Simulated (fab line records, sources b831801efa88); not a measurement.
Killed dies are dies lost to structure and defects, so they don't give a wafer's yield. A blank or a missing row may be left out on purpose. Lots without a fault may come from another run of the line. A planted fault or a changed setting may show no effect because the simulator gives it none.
A struck lot beside a sound one | flow sky130 | 15 steps out of a route of 708
Sound: wafers L292.2, L292.3, L292.5. Struck: wafers L296.1, L296.2, L296.3. The cause comes at the end.
At each step with rows: each side's tool, then ch and its chambers, then its first start. Under that, the readings that differ: sound wafers | struck wafers | difference of the means | sigmas: that difference in standard deviations of wafers without a fault.
alike: readings whose means differ by less than 2 such deviations, and words and numbers that are the same on both sides. not compared: withheld readings, readings that some wafer has no value for, bounds like >300 that may hide the same value, and numbers for which the record gives no deviation and whose values overlap.
The two part at a step that has a row with sigmas, a row that says differs or no value, or rows on one side only. Numbers that don't overlap but have no deviation are shown without sigmas and don't part them. A reading that every wafer of one side lacks parts them only if that side has two wafers or more.

first, 4 steps without rows for these wafers: SKY_FIELD_ISO_SOFTBAKE_09 (time 90 s); SKY_FIELD_ISO_EXPOSE_10 (exposes mask FOM, target cd 150 nm); SKY_FIELD_ISO_PEB_11; SKY_FIELD_ISO_DEVELOP_12 (develop time 60 s).
SKY_FIELD_ISO_CD_MEAS_13: target cd 150 nm.
  sound on cd_sem-01, day 3 14:12; struck on cd_sem-02, day 4 08:04
  alike: cd_nm
SKY_FIELD_ISO_ETCH_14: etches BARC in N2/H2, stops on SiO2, time 45.9 s, target depth 60 nm.
  sound on rie_diel-03 ch 2,3, day 3 14:18; struck on rie_diel-03 ch 0,1,2, day 4 08:11
  alike: drypump_motor_current_A, oes_product_au, run_length_s, throttle_valve_pct
  not compared: rf_hours_counter_h
SKY_FIELD_ISO_ETCH_15: etches the open film in CHF3/O2, stops on Si, target depth 180 nm, time 72 s.
  sound on rie_diel-03 ch 2,3, day 3 14:20; struck on rie_diel-03 ch 0,1,2, day 4 08:14
  reading               | sound             | struck            | difference | sigmas
  oes_product_au (a.u.) | 0.948 0.951 0.952 | 0.929 0.935 0.941 | -0.015     | -2
  alike: drypump_motor_current_A, run_length_s, throttle_valve_pct
  not compared: rf_hours_counter_h
SKY_FIELD_ISO_STRIP_16: strips in O2/N2.
  sound on plasma_asher-02 ch 0,1, day 3 14:24; struck on plasma_asher-01 ch 0,1, day 4 08:17
  alike: drypump_motor_current_A, oes_product_au, strip_time_to_endpoint_s
  not compared: rf_hours_counter_h
SKY_FIELD_ISO_ETCH_17: etches Si in HBr/Cl2/O2, target depth 342 nm, time 97.7 s.
  sound on rie_si-02 ch 2,3, day 3 14:30; struck on rie_si-02 ch 0,1,3, day 4 08:23
  alike: drypump_motor_current_A, oes_product_au, run_length_s, throttle_valve_pct
  not compared: rf_hours_counter_h
then, 3 steps without rows for these wafers: SKY_FIELD_ISO_WET_ETCH_18 (etches Si3N4 in H3PO4, target depth 25 nm, time 286 s); SKY_FIELD_ISO_CLEAN_19 (cleans in SC1/SC2, time 150 s); SKY_FIELD_ISO_CLEAN_20 (cleans in dHF, time 20 s).
SKY_FIELD_ISO_WET_ETCH_21: etches SiO2 in dHF, target depth 20 nm, time 400 s.
  sound on wet_bench-01 ch 0, day 3 14:44; struck on wet_bench-01 ch 3, day 4 08:37
  reading          | sound       | struck      | difference | sigmas
  run_length_s (s) | 435 435 435 | 446 446 446 | +11        | +3
  alike: bath_heat_duty_pct
then, 1 step without rows for these wafers: SKY_FIELD_ISO_OXIDATION_22 (stabilise 600 s, purge 300 s, target thk 10 nm).
-- the record jumps here: 44 days lie between the struck wafers' starts before and after (it left off in module FIELD_ISO and takes up again in module PAD_OPEN, whose first step shown is number 708 of the route) --
SKY_PAD_OPEN_PROBE_99:
  sound on prober-02, day 47 01:25; struck on prober-01, day 47 23:48
  alike: killed_at_M0_to_M3, killed_at_M4_up, killed_at_contacts, killed_at_front_end, killed_at_other, killed_dies, killed_open, killed_short

WHERE THEY PART
First at SKY_FIELD_ISO_ETCH_15; last, within this record, at SKY_FIELD_ISO_WET_ETCH_21. Later steps at which nothing parts them and some readings are alike: SKY_PAD_OPEN_PROBE_99.

WHY: what the simulator had put in
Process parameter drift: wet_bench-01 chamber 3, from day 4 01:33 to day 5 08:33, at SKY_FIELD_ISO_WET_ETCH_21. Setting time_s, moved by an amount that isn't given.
